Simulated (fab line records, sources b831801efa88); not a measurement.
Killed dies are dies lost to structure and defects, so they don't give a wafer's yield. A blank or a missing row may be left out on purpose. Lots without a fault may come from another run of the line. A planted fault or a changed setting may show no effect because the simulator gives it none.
fab line records | flow sky130
record lots=15 wafers=45 last_day=50
route steps=708 shown VIA3@585 METAL4@599
lots that met no fault: from a run of the same line without faults
start_h: hours from the record's first day to the start of the lot's first wafer shown | wait_h: hours since the lot's step before | " the same as in the row above | L1.1+2: a row that stands for several wafers | - no value, or no start given | * or withheld: withheld | < > ~ a bound
route shown NAME@n: a module of which the file shows steps, and the number in the route of the first | usual: mean/standard deviation of fault-free wafers | same: alike in all rows | chamber/n: place in a boat | sites: the reading at each site | _std_site: their standard deviation | _edge_site: outer sites' mean less inner sites' | radius_mm: how far each site lies from the wafer's centre | mask NAME#n: copy n | behind: the tool/chamber that last shaped the wafer | hold: why the lot was held/for how many hours/how that ended | device: the transistor (n, p or np) that didn't switch | end of line: the same wafers' tests at the end of the route | a step without rows: its recipe alone | killed: dies lost to structure and defects at the first sort, not the wafer's yield | map: a wafer's dies, x killed, . not, _ none there
set.NAME: the setting as run; set.NAME@STEP: as run at that earlier step | model.NAME: the simulator's own value behind a step, which no gauge read
steps of the route over a sample of lots; a table a step, a row a wafer
services: from which hour (start_h, from the record's first day; less than 0 if before it) a tool's chamber was out of use, for how many hours, and why
## steps
# step SKY_VIA3_CD_MEAS_12
# recipe target_cd_nm=200
# usual cd_nm=200.2/1.3
# columns lot.wafer tool chamber start_h wait_h cd_nm
L177.2 cd_sem-02 - 928.05 - 202.4
L177.4 " - " " 203.2
L177.5 " - " " 200.3
L178.1 cd_sem-01 - 939.94 - 199.4
L178.2 " - " " 198.5
L178.4 " - " " 197.7
L179.1 cd_sem-01 - 947.13 - 199.6
L179.2 " - " " 200.7
L179.5 " - " " 200.0
L180.1 cd_sem-02 - 948.18 - 200.2
L180.3 " - " " 200.5
L180.4 " - " " 201.9
L181.1 cd_sem-02 - 957.63 - 201.7
L181.3 " - " " 201.2
L181.6 " - " " 201.1
L182.1 cd_sem-02 - 965.83 - 200.6
L182.3 " - " " 200.6
L182.6 " - " " 200.4
L183.1 cd_sem-01 - 973.94 - 199.5
L183.3 " - " " 199.6
L183.5 " - " " 199.3
L184.1 cd_sem-01 - 979.13 - 201.8
L184.5 " - " " 201.4
L184.6 " - " " 201.0
L187.2 cd_sem-01 - 1008.01 - 199.3
L187.3 " - " " 199.0
L187.5 " - " " 198.2
L188.1 cd_sem-01 - 1019.83 - 200.7
L188.2 " - " " 199.0
L188.3 " - " " 199.4
L189.1 cd_sem-02 - 1025.88 - 200.8
L189.3 " - " " 199.9
L189.4 " - " " 200.2
L197.1 cd_sem-02 - 1060.24 - 200.1
L197.3 " - " " 198.2
L197.4 " - " " 198.2
L198.2 cd_sem-01 - 1072.75 - 200.5
L198.3 " - " " 202.0
L198.6 " - " " 201.3
L199.2 cd_sem-01 - 1075.10 - 198.0
L199.4 " - " " 198.4
L199.6 " - " " 198.4
L200.1 cd_sem-02 - 1086.93 - 200.4
L200.3 " - " " 200.5
L200.4 " - " " 201.1
# step SKY_VIA3_SPUTTER_20
# recipe material=TiN target_thk_nm=20 chamber_pressure_pa=5 power_w=4000 time_s=80
# usual cathode_dc_power_W=3999.9/0.76 chamber_pressure_pa=4.999/0.01 throttle_valve_pct=30.0/0.9
# columns lot.wafer tool chamber start_h wait_h cathode_dc_power_W chamber_pressure_pa throttle_valve_pct
L177.2 pvd_sputter-03 - 928.89 0.0 4000.2 5.004 30.0
L177.4 " - " " 4000.0 4.985 29.6
L177.5 " - " " 4000.9 4.983 30.4
L178.1 pvd_sputter-03 - 940.79 0.0 4000.6 5.014 30.5
L178.2 " - " " 4000.2 4.991 29.6
L178.4 " - " " 4000.0 5.004 31.0
L179.1 pvd_sputter-03 - 947.98 0.0 4000.0 4.997 29.5
L179.2 " - " " 4000.1 5.002 30.9
L179.5 " - " " 4000.5 5.008 29.6
L180.1 pvd_sputter-02 - 949.32 0.0 4001.2 4.985 30.3
L180.3 " - " " 3999.6 5.006 28.6
L180.4 " - " " 4000.5 4.995 31.4
L181.1 pvd_sputter-03 - 958.48 0.0 4000.2 5.004 29.8
L181.3 " - " " 4000.7 5.009 30.3
L181.6 " - " " 3999.7 5.005 30.2
L182.1 pvd_sputter-01 - 966.72 0.0 3997.5 5.012 28.7
L182.3 " - " " 3999.9 4.998 28.3
L182.6 " - " " 3999.9 5.006 28.5
L183.1 pvd_sputter-03 - 974.83 0.0 4000.8 4.988 29.6
L183.3 " - " " 4000.2 4.989 30.4
L183.5 " - " " 3999.3 5.008 29.9
L184.1 pvd_sputter-01 - 980.13 0.0 4000.0 5.001 28.7
L184.5 " - " " 4000.5 5.014 29.2
L184.6 " - " " 3999.2 5.015 28.8
L187.2 pvd_sputter-02 - 1008.84 0.0 - - -
L187.3 " - " " - - -
L187.5 " - " " - - -
L188.1 pvd_sputter-03 - 1020.68 0.0 - - -
L188.2 " - " " - - -
L188.3 " - " " - - -
L189.1 pvd_sputter-02 - 1026.73 0.0 - - -
L189.3 " - " " - - -
L189.4 " - " " - - -
L197.1 pvd_sputter-02 - 1061.09 0.0 4000.4 5.011 32.0
L197.3 " - " " 4001.0 5.015 31.1
L197.4 " - " " 3999.9 4.982 30.4
L198.2 pvd_sputter-01 - 1073.59 0.0 3999.6 4.992 29.3
L198.3 " - " " 4000.1 5.007 30.7
L198.6 " - " " 3999.2 4.985 29.4
L199.2 pvd_sputter-03 - 1075.94 0.0 4000.0 5.010 30.0
L199.4 " - " " 3999.9 4.995 31.1
L199.6 " - " " 4000.5 4.996 30.5
L200.1 pvd_sputter-03 - 1087.78 0.0 4000.4 4.979 31.0
L200.3 " - " " 3999.3 5.001 30.3
L200.4 " - " " 4000.1 4.987 29.7
# step SKY_METAL4_SPUTTER_01
# recipe material=TiN target_thk_nm=20 power_w=6500 time_s=16.7 chamber_pressure_pa=0.4
# usual cathode_dc_power_W=6500.0/1.1 chamber_pressure_pa=0.4000/0.00079 throttle_valve_pct=30.0/0.88
# columns lot.wafer tool chamber start_h wait_h cathode_dc_power_W chamber_pressure_pa throttle_valve_pct
L177.2 pvd_sputter-04 - 929.57 0.0 6498.8 0.3996 31.3
L177.4 " - " " 6499.3 0.3993 30.8
L177.5 " - " " 6500.3 0.3992 29.8
L178.1 pvd_sputter-01 - 941.48 0.0 6500.3 0.4011 28.6
L178.2 " - " " 6499.9 0.4006 30.8
L178.4 " - " " 6501.8 0.4017 28.7
L179.1 pvd_sputter-01 - 948.67 0.0 6499.2 0.3989 28.2
L179.2 " - " " 6500.2 0.4002 28.9
L179.5 " - " " 6501.9 0.3995 28.5
L180.1 pvd_sputter-03 - 950.49 0.0 6497.9 0.3994 30.6
L180.3 " - " " 6498.9 0.3997 30.0
L180.4 " - " " 6500.0 0.4009 30.8
L181.1 pvd_sputter-03 - 960.37 0.0 6499.2 0.4002 31.0
L181.3 " - " " 6501.1 0.4008 29.5
L181.6 " - " " 6498.4 0.4015 29.7
L182.1 pvd_sputter-04 - 967.41 0.0 6498.0 0.4008 31.2
L182.3 " - " " 6499.0 0.3993 29.3
L182.6 " - " " 6500.2 0.4001 31.0
L183.1 pvd_sputter-04 - 975.76 0.0 6500.6 0.3998 29.7
L183.3 " - " " 6500.6 0.4013 30.3
L183.5 " - " " 6498.6 0.3993 29.8
L184.1 pvd_sputter-03 - 980.82 0.0 6499.8 0.4005 29.5
L184.5 " - " " 6499.5 0.3999 29.9
L184.6 " - " " 6499.4 0.3989 30.9
L197.1 pvd_sputter-03 - 1061.78 0.0 6498.5 0.3991 29.7
L197.3 " - " " 6501.9 0.3986 30.9
L197.4 " - " " 6498.1 0.4004 30.1
L198.2 pvd_sputter-03 - 1074.85 0.0 6499.9 0.4014 29.7
L198.3 " - " " 6499.1 0.4005 30.4
L198.6 " - " " 6499.8 0.4000 30.5
L199.2 pvd_sputter-01 - 1076.63 0.0 6500.3 0.3998 29.0
L199.4 " - " " 6502.4 0.3995 28.6
L199.6 " - " " 6500.9 0.4013 28.2
L200.1 pvd_sputter-04 - 1088.47 0.0 6500.6 0.3996 30.8
L200.3 " - " " 6500.6 0.4001 29.3
L200.4 " - " " 6501.5 0.3997 31.0
## services
# columns tool chamber start_h hours kind
pvd_sputter-03 - 914.68 2.8 repair
pvd_sputter-03 - 917.05 0.6 repair
pvd_sputter-04 - 932.89 11.4 repair
pvd_sputter-04 - 949.14 3.7 repair
pvd_sputter-02 - 952.40 1.0 repair
pvd_sputter-03 - 985.56 0.9 repair
pvd_sputter-01 - 1035.01 0.6 repair
pvd_sputter-01 - 1070.61 1.1 repair
## key
first_sign step=SKY_VIA3_SPUTTER_20 reading=tool_record direction=missing
effect none on later readings
met_at SKY_VIA3_SPUTTER_20
struck_lots L187,L188,L189
later_rows_left_out L187.2,L187.3,L187.5,L188.1,L188.2,L188.3,L189.1,L189.3,L189.4
sort_left_out L187.2,L187.3,L187.5,L188.1,L188.2,L188.3,L189.1,L189.3,L189.4
not_acting_at SKY_VIA3_CD_MEAS_12,SKY_METAL4_SPUTTER_01
onset_between 974.83 1008.84
fault kind=skipped_step_whole tool=pvd_sputter-02,pvd_sputter-03 chamber=- onset_h=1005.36 steps=SKY_VIA3_SPUTTER_20 scope=struck_lots_only
# sort_left_out: the simulated sort isn't trusted on such a fault, so these wafers' sort isn't shown, and their yield isn't known
# later_rows_left_out: the simulator's readings of these wafers behind a module that went badly wrong aren't trusted and aren't shown, but for the sort
